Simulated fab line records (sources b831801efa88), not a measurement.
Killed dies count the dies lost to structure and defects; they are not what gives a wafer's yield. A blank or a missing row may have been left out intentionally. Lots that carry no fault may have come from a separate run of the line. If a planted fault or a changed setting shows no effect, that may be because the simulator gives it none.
Comparing a struck lot with a sound one ; flow sky130 ; 34 out of 708 route steps
Sound: the wafers L220.2, L220.3, L220.4. The struck wafers were L235.4, L235.5, L235.6. At the end, the cause is stated.
Each step with rows lists, per side, the tool, then ch with its chambers, then its first start. Under that, the readings that differ: sound wafers ; struck wafers ; difference of the means ; sigmas: that difference in standard deviations of wafers without a fault.
alike: readings whose means differ by less than 2 such deviations, and words and numbers that are the same on both sides. not compared: withheld readings, readings that some wafer has no value for, bounds like >300 that may hide the same value, and numbers for which the record gives no deviation and whose values overlap.
Wherever a step has rows on one side only, a row that says differs or no value, or a row with sigmas, the two part there. Numbers that don't overlap but have no deviation are shown without sigmas and don't part them. A reading missing from all wafers of one side parts the sides only when that side holds two or more wafers.

first, 7 steps without rows for these wafers: SKY_SONOS_TUNNEL_DEVELOP_06 (develop time 60 s); SKY_SONOS_TUNNEL_IMPLANT_09; SKY_SONOS_TUNNEL_WET_ETCH_10 (etches SiO2 in dHF, target depth 14 nm, time 280 s); SKY_SONOS_TUNNEL_STRIP_11 (strips in SPM, time 600 s); SKY_SONOS_TUNNEL_CLEAN_13 (cleans in dHF, time 20 s); SKY_SONOS_ONO_OXIDATION_00 (stabilise 600 s, purge 300 s, target thk 2.6 nm); SKY_SONOS_ONO_CVD_02 (deposits Si3N4 from DCS/NH3, target thk 10.5 nm, time 180 s).
SKY_SONOS_ONO_CVD_04: deposits SiO2 from SiH4/N2O, target thk 5.7199 nm.
  sound on lpcvd-03 ch 1, day 11 18:33; struck on lpcvd-03 ch 1, day 16 12:31
reading;sound;struck;difference;sigmas
spike tc bottom C (C);918.1 919.0 917.9;930.3 929.3 930.9;+11.8;+10
spike tc centre C (C);901.6 901.5 901.8;913.0 912.1 914.0;+11.4;+12
spike tc lower C (C);901.8 900.7 899.4;912.9 913.1 910.6;+11.6;+9
spike tc top C (C);913.1 915.5 914.2;925.7 924.2 924.7;+10.6;+7
spike tc upper C (C);901.7 901.8 900.6;913.1 914.2 910.2;+11.1;+9
susceptor temp C (C);900.4 900.3 900.3;910.9 911.1 911.3;+10.8;+29
model.SiO2_of_SONOS_ONO_CVD_04.thk nm (nm);5.983 5.98 5.937;6.949 7.072 6.967;+1.029;
  alike: pressure mtorr
SKY_SONOS_ONO_THK_MEAS_05:
  sound on film metro-04, day 11 19:49; struck on film metro-03, day 16 13:47
reading;sound;struck;difference;sigmas
SONOS_ONO_CVD_04_THK (nm);5.97 5.97 5.92;6.92 7.13 6.96;+1.05;+9
then, 23 steps without rows for these wafers: SKY_SONOS_ONO_DEHYDRATE_06 (time 60 s); SKY_SONOS_ONO_HMDS_07 (prime time 60 s); SKY_SONOS_ONO_COAT_08 (resist thk 1140 nm); SKY_SONOS_ONO_SOFTBAKE_09 (time 60 s); SKY_SONOS_ONO_EXPOSE_10 (exposes mask ONOM, target cd 410 nm); SKY_SONOS_ONO_PEB_11; SKY_SONOS_ONO_DEVELOP_12 (develop time 60 s); SKY_SONOS_ONO_ETCH_15 (etches the open film in CHF3/O2, target depth 19.52 nm, time 7.8 s); SKY_SONOS_ONO_WET_ETCH_16 (etches SiO2 in dHF, target depth 14 nm, time 280 s); SKY_SONOS_ONO_STRIP_17 (strips in O2/N2); SKY_SONOS_ONO_WET_ETCH_18 (etches Si3N4 in H3PO4, target depth 15 nm, time 172 s); SKY_GATE_OXIDE_CLEAN_00 (cleans in SC1/SC2, time 150 s); SKY_GATE_OXIDE_OXIDATION_01 (stabilise 600 s, purge 300 s, target thk 10.268 nm); SKY_GATE_OXIDE_DEHYDRATE_03 (time 60 s); SKY_GATE_OXIDE_HMDS_04 (prime time 60 s); SKY_GATE_OXIDE_COAT_05 (resist thk 1140 nm); SKY_GATE_OXIDE_SOFTBAKE_06 (time 60 s); SKY_GATE_OXIDE_EXPOSE_07 (exposes mask LVOM, target cd 600 nm); SKY_GATE_OXIDE_PEB_08; SKY_GATE_OXIDE_DEVELOP_09 (develop time 60 s); SKY_GATE_OXIDE_IMPLANT_11; SKY_GATE_OXIDE_WET_ETCH_12 (etches SiO2 in dHF, target depth 16.8 nm, time 336 s); SKY_GATE_OXIDE_STRIP_13 (strips in O2/N2).
-- the record jumps here: 3 days lie between the struck wafers' starts before and after --
SKY_GATE_OXIDE_CLEAN_15: cleans in SC1/SC2, time 150 s.
  sound on wet bench-01 ch 2, day 13 23:15; struck on wet bench-02 ch 3, day 19 03:45
reading;sound;struck;difference;sigmas
model.SiO2_of_SONOS_ONO_CVD_04.thk nm (nm);4.454 4.461 4.41;5.442 5.564 5.468;+1.050;
-- record jumps: 30 days separate the struck wafers' starts on either side; left off in module GATE_OXIDE, taken up again in module PAD_OPEN, whose first shown step is the route's number 708 --
SKY_PAD_OPEN_PROBE_99:
  sound on prober-02, day 45 22:49; struck on prober-01, day 49 10:16
reading;sound;struck;difference;sigmas
model.etest.sonos erased.drive ua um;175.8 175.8 167.7;103 103.7 124.2;-63;
model.etest.sonos uncharged.r on ohm um;819.3 798.5 808.9;863.5 865.8 859.4;+54.0;
model.etest.sonos programmed.off log10 a um;-13.93 -13.87 -13.97;-11.89 -10.82 -11.22;+2.61;
model.etest.cap ono.gate log10 a cm2;-8.354 -8.311 -8.151;-9.511 -9.598 -9.534;-1.276;
model.etest.cap ono.gate bv v (V);17.02 16.32 16.73;17.91 17.9 17.57;+1.10;
model.etest.cap ono.tox acc nm (nm);13.18 13.22 13.09;14.1 14.24 14.17;+1.0;
model.etest.sonos programmed.vt v (V);1.277 1.254 1.392;0.7305 0.633 0.6932;-0.6221;
model.etest.sonos erased.vt v (V);-2.167 -2.175 -2.217;-1.615 -1.562 -1.65;+0.577;
  alike: killed_at_M0_to_M3, killed_at_M4_up, killed at contacts, killed at front end, killed at other, killed dies, killed open, killed short

WHERE THEY PART
First at SKY_SONOS_ONO_CVD_04; last, within this record, at SKY_SONOS_ONO_THK_MEAS_05. Later steps at which nothing parts them and some readings are alike: SKY_PAD_OPEN_PROBE_99.

WHY: whatever the simulator had introduced
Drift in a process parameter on lpcvd-03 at SKY_SONOS_ONO_CVD_04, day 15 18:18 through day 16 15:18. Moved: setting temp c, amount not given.
